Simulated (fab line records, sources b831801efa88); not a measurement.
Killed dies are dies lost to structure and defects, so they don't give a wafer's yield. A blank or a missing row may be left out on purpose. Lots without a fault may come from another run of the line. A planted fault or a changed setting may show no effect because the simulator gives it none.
Chamber matching | flow sky130 | SKY_VIA1_ETCH_15 on rie_diel-04: 4 sister chambers
The step etches SiO2 in C4F8/O2/Ar, stops on TiN, target depth 351 nm, time 54 s. 4 wafers are shown with their chamber, then 8 later ones without.

WAFERS WITH THEIR CHAMBER
wafer  | chamber | oes_product_au (a.u.)
L092.2 | 3       | 0.980
L092.3 | 0       | 0.983
L092.5 | 2       | 0.987
L094.2 | 1       | 0.983

WAFERS WITHOUT THEIR CHAMBER
wafer  | oes_product_au (a.u.)
L094.4 | 0.976
L094.6 | 0.991
L095.1 | 0.992
L095.3 | 0.980
L095.6 | 0.986
L096.1 | 0.984
L096.3 | 0.978
L096.5 | 0.978

WHICH CHAMBER EACH WENT THROUGH
wafer  | from the rows above               | in truth
L094.4 | can't be placed: 3 or 0 or 1      | 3
L094.6 | can't be placed: 2 or 0 or 1      | 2
L095.1 | can't be placed: 2 or 0 or 1      | 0
L095.3 | can't be placed: 3 or 0 or 1      | 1
L095.6 | can't be placed: 2 or 0 or 1 or 3 | 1
L096.1 | can't be placed: 0 or 1 or 2 or 3 | 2
L096.3 | can't be placed: 3 or 0 or 1      | 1
L096.5 | can't be placed: 3 or 0 or 1      | 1
Placed correctly: 0 of 8. Can't be placed from these rows: 8 (the true chamber is among the candidates in 8). Placed wrongly: 0.
How it was worked out, from the rows above alone: a wafer's distance from a chamber is the root of the sum, over the readings, of the square of ((its reading less the chamber's mean) divided by the reading's scatter). The wafer belongs to the nearest chamber; if the next one is less than 2 further off, it can't be placed. A chamber's mean is the mean of its shown wafers. The scatter: with one shown wafer a chamber, the root of the mean of the squares of how far each hidden wafer lies from its nearest shown one.
